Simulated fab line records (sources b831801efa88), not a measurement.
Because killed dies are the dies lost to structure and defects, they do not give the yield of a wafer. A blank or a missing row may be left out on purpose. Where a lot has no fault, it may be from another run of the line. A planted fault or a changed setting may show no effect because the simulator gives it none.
fab line records | flow sfq_line
record: lots: 15 wafers: 44 last_day: 83
route steps=325 shown M7@282
lots that met no fault: from a run of the same line without faults
start_h: the number of hours between the record's first day and the start of the first shown wafer of the lot | wait_h: hours elapsed since this lot's preceding step | " identical to the entry in the row above | L1.1+2: one row covering several wafers at once | - value missing, or start not given | * or withheld: withheld | < > ~ a bound
route shown NAME@n: NAME is a module with steps in the file, n the number in the route of the first one | usual: mean and standard deviation over wafers with no fault | same: alike in all rows | chamber/n: place in a boat | sites: readings site by site | _std_site: how widely they spread, as a standard deviation | _edge_site: inner sites' mean taken away from outer sites' mean | radius_mm: for every site, how far away it sits from the centre of the wafer | mask NAME#n: copy n | behind: tool/chamber where the wafer was last shaped | hold: the reason the lot was held/the length of the hold in hours/how it ended | device: the n, p or np transistor that did not switch | end of line: the route-end tests of the same wafers | a step given without rows: its recipe and nothing more | killed: dies that structure and defects cost at the first sort, which is not the same as the wafer's yield | map: shows each die of a wafer: x if killed, . if not, _ if none is there
set.NAME: the setting as run; set.NAME@STEP: as run at that earlier step | model.NAME: the simulator's own value behind a step, which no gauge read
steps of the route over a sample of lots; a table a step, a row a wafer
services: when a tool's chamber went out of use (start_h, in hours from the record's first day, below 0 if earlier), for how many hours, and the reason
== steps ==
step: SFQ_TRILAYER_M7_DEP_SPUTTER_175
recipe: material: Nb base_pressure_pa: 1.33e-06 chamber_pressure_pa: 0.1333 substrate_temp_c: 20 target_thk_nm: 200 power_w: 2000 time_s: 133.3
usual: throttle_valve_pct: 30.0/1.1
columns lot.wafer tool chamber start_h wait_h throttle_valve_pct
L295.2 pvd_sputter-05 - 1616.21 0.0 31.6
L295.5 " - " " 31.1
L295.6 " - " " 31.7
L296.2 pvd_sputter-06 - 1623.41 0.0 29.3
L296.5 " - " " 29.0
L296.6 " - " " 29.5
L297.1 pvd_sputter-03 - 1625.83 0.0 31.5
L297.4 " - " " 29.3
L297.5 " - " " 30.3
L301.1 pvd_sputter-06 - 1724.32 0.0 29.1
L301.3 " - " " 29.4
L301.6 " - " " 29.4
L303.1 pvd_sputter-05 - 1729.03 0.0 30.2
L303.5 " - " " 28.2
L304.4 pvd_sputter-05 - 1736.67 0.0 29.9
L304.5 " - " " 28.5
L304.6 " - " " 31.7
L305.1 pvd_sputter-05 - 1743.94 0.0 31.8
L305.3 " - " " 31.2
L305.5 " - " " 29.9
L310.3 pvd_sputter-06 - 1816.15 0.0 29.3
L310.4 " - " " 29.3
L310.6 " - " " 29.0
L311.2 pvd_sputter-03 - 1837.90 0.0 29.6
L311.5 " - " " 29.3
L311.6 " - " " 28.9
L313.4 pvd_sputter-05 - 1885.55 0.0 29.8
L313.5 " - " " 29.7
L313.6 " - " " 31.3
L314.1 pvd_sputter-06 - 1888.55 0.0 29.2
L314.3 " - " " 30.0
L314.6 " - " " 29.3
L315.2 pvd_sputter-03 - 1891.55 0.0 29.7
L315.3 " - " " 28.9
L315.5 " - " " 29.1
L316.3 pvd_sputter-05 - 1893.35 0.0 28.3
L316.4 " - " " 31.7
L316.5 " - " " 31.6
L317.1 pvd_sputter-06 - 1894.55 0.0 30.3
L317.2 " - " " 29.5
L317.6 " - " " 30.1
L318.4 pvd_sputter-03 - 1897.55 0.0 29.2
L318.5 " - " " 29.0
L318.6 " - " " 31.7
step: SFQ_M7_RS_MEAS_943
recipe: thk_meas_gauge: four-point-probe reads: Nb_of_TRILAYER_M7_DEP_SPUTTER_175
usual: M7_NB_RS: 0.886/0.0073
columns lot.wafer tool chamber start_h wait_h M7_NB_RS[ohm/sq]
L295.2 film_metro-04 - 1616.33 0.1 0.893
L295.5 " - " " 0.897
L295.6 " - " " 0.894
L296.2 film_metro-04 - 1623.53 0.1 0.891
L296.5 " - " " 0.890
L296.6 " - " " 0.881
L297.1 film_metro-04 - 1625.92 0.0 0.894
L297.4 " - " " 0.885
L297.5 " - " " 0.885
L301.1 film_metro-02 - 1724.41 0.0 0.886
L301.3 " - " " 0.877
L301.6 " - " " 0.883
L303.1 film_metro-01 - 1729.12 0.0 0.639
L303.5 " - " " 0.638
L304.4 film_metro-01 - 1736.82 0.1 0.898
L304.5 " - " " 0.650
L304.6 " - " " 0.896
L305.1 film_metro-02 - 1744.03 0.0 0.641
L305.3 " - " " 0.887
L305.5 " - " " 0.637
L310.3 film_metro-01 - 1816.28 0.1 0.887
L310.4 " - " " 0.887
L310.6 " - " " 0.893
L311.2 film_metro-01 - 1838.01 0.1 0.888
L311.5 " - " " 0.893
L311.6 " - " " 0.876
L313.4 film_metro-02 - 1885.70 0.1 0.890
L313.5 " - " " 0.891
L313.6 " - " " 0.893
L314.1 film_metro-04 - 1888.64 0.0 0.881
L314.3 " - " " 0.879
L314.6 " - " " 0.879
L315.2 film_metro-01 - 1891.66 0.1 0.888
L315.3 " - " " 0.881
L315.5 " - " " 0.874
L316.3 film_metro-02 - 1893.48 0.1 0.897
L316.4 " - " " 0.884
L316.5 " - " " 0.877
L317.1 film_metro-04 - 1894.64 0.0 0.887
L317.2 " - " " 0.889
L317.6 " - " " 0.894
L318.4 film_metro-04 - 1897.70 0.1 0.869
L318.5 " - " " 0.869
L318.6 " - " " 0.882
step: SFQ_TRILAYER_M7_ETCH_METAL_ETCH_180
recipe: target: Nb stop_on: SiO2 mask_material: PR chemistry: Cl2/Ar target_depth_nm: 240 icp_w: 600 bias_w: 80 pressure_mtorr: 10 time_s: 120
usual: chamber_pressure_mTorr: 10.000/0.0088 drypump_motor_current_A: 5.9/0.53 oes_product_au: 0.896/0.0064
columns lot.wafer tool chamber start_h wait_h chamber_pressure_mTorr drypump_motor_current_A oes_product_au rf_hours_counter_h
L295.2 rie_metal-04 1 1634.64 0.0 9.990 5.3 0.894 65
L295.5 " 1 " " 10.001 5.3 0.883 -
L295.6 " 0 " " 10.005 6.2 0.882 -
L296.2 rie_metal-03 0 1645.44 0.0 9.996 5.9 0.895 78
L296.5 " 1 " " 9.993 5.0 0.901 -
L296.6 " 0 " " 9.997 5.9 0.897 -
L297.1 rie_metal-04 0 1649.07 0.0 10.013 6.2 0.887 52
L297.4 " 1 " " 10.002 5.3 0.887 -
L297.5 " 1 " " 9.994 5.3 0.895 -
L301.1 rie_metal-03 0 1726.93 0.0 10.005 6.0 0.899 89
L301.3 " 1 " " 9.999 5.0 0.903 -
L301.6 " 0 " " 9.985 5.9 0.901 -
L303.1 rie_metal-02 0 1731.65 0.0 9.998 6.6 0.990 29
L303.5 " 1 " " 10.005 5.9 0.988 -
L304.4 rie_metal-04 0 1741.87 0.1 10.001 6.2 0.889 -
L304.5 " 0 " " 9.989 6.2 0.985 -
L304.6 " 1 " " 9.987 5.3 0.887 -
L305.1 rie_metal-02 0 1750.23 0.0 9.996 6.6 0.998 32
L305.3 " 0 " " 9.967 6.6 0.900 -
L305.5 " 1 " " 10.007 5.9 0.986 -
L310.3 rie_metal-02 1 1818.81 0.1 10.015 6.0 0.893 -
L310.4 " 0 " " 9.997 6.6 0.888 -
L310.6 " 1 " " 9.995 6.0 0.891 -
L311.2 rie_metal-04 0 1840.74 0.1 9.998 6.2 0.896 -
L311.5 " 0 " " 9.995 6.2 0.898 -
L311.6 " 0 " " 9.999 6.2 0.906 -
L313.4 rie_metal-04 0 1888.33 0.1 9.992 6.2 0.893 -
L313.5 " 1 " " 10.006 5.3 0.899 -
L313.6 " 0 " " 10.012 6.2 0.886 -
L314.1 rie_metal-03 0 1891.16 0.0 10.015 5.9 0.892 112
L314.3 " 0 " " 10.012 6.0 0.907 -
L314.6 " 0 " " 9.990 5.9 0.901 -
L315.2 rie_metal-02 0 1894.16 0.0 10.003 6.6 0.899 52
L315.3 " 0 " " 9.994 6.6 0.898 -
L315.5 " 1 " " 9.992 5.9 0.904 -
L316.3 rie_metal-03 1 1896.00 0.1 9.998 5.0 0.893 -
L316.4 " 0 " " 10.007 6.0 0.896 -
L316.5 " 0 " " 10.010 6.0 0.900 -
L317.1 rie_metal-02 0 1899.56 0.0 9.992 6.6 0.892 53
L317.2 " 1 " " 10.002 5.9 0.899 104
L317.6 " 1 " " 9.997 5.9 0.900 -
L318.4 rie_metal-04 0 1902.00 0.1 9.998 6.2 0.905 -
L318.5 " 0 " " 9.981 6.2 0.914 -
L318.6 " 1 " " 9.998 5.3 0.899 -
== services ==
columns tool chamber start_h hours kind
rie_metal-04 - 1610.41 2.8 pm
pvd_sputter-05 - 1673.28 7.2 repair
pvd_sputter-06 - 1674.63 3.9 repair
rie_metal-02 1 1685.65 4.7 repair
pvd_sputter-06 2 1708.42 - consumable_replace:kit
pvd_sputter-06 2 1708.42 18.0 scheduled_down
pvd_sputter-06 2 1708.42 18.0 vent_cycle
pvd_sputter-05 - 1711.11 3.2 repair
pvd_sputter-06 - 1736.35 2.1 repair
rie_metal-04 - 1761.46 1.6 repair
pvd_sputter-06 - 1771.63 41.6 repair
pvd_sputter-05 3 1792.11 - consumable_replace:kit
pvd_sputter-05 3 1792.11 18.0 scheduled_down
pvd_sputter-05 3 1792.11 18.0 vent_cycle
rie_metal-04 1 1828.89 28.8 repair
pvd_sputter-06 - 1850.42 0.8 repair
== key ==
first_sign: step: SFQ_M7_RS_MEAS_943 reading: M7_NB_RS direction: down sigmas: 34 usual: 0.886 struck: 0.641
effect: step: SFQ_TRILAYER_M7_ETCH_METAL_ETCH_180 reading: oes_product_au direction: up sigmas: 15 usual: 0.896 struck: 0.989
met_at SFQ_TRILAYER_M7_DEP_SPUTTER_175
struck_lots L303,L304,L305
struck_wafers L303.1,L303.5,L304.5,L305.1,L305.5
onset_between 1616.21 1729.03
fault: kind: process_parameter_drift tool: pvd_sputter-05 chamber: - onset_h: 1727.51 steps: SFQ_TRILAYER_M7_DEP_SPUTTER_175 channel: target_thk_nm offset: 76.741 shape: step end_h: 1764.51 scope: struck_wafers_only acts_in: these_recipes_only stated: 200
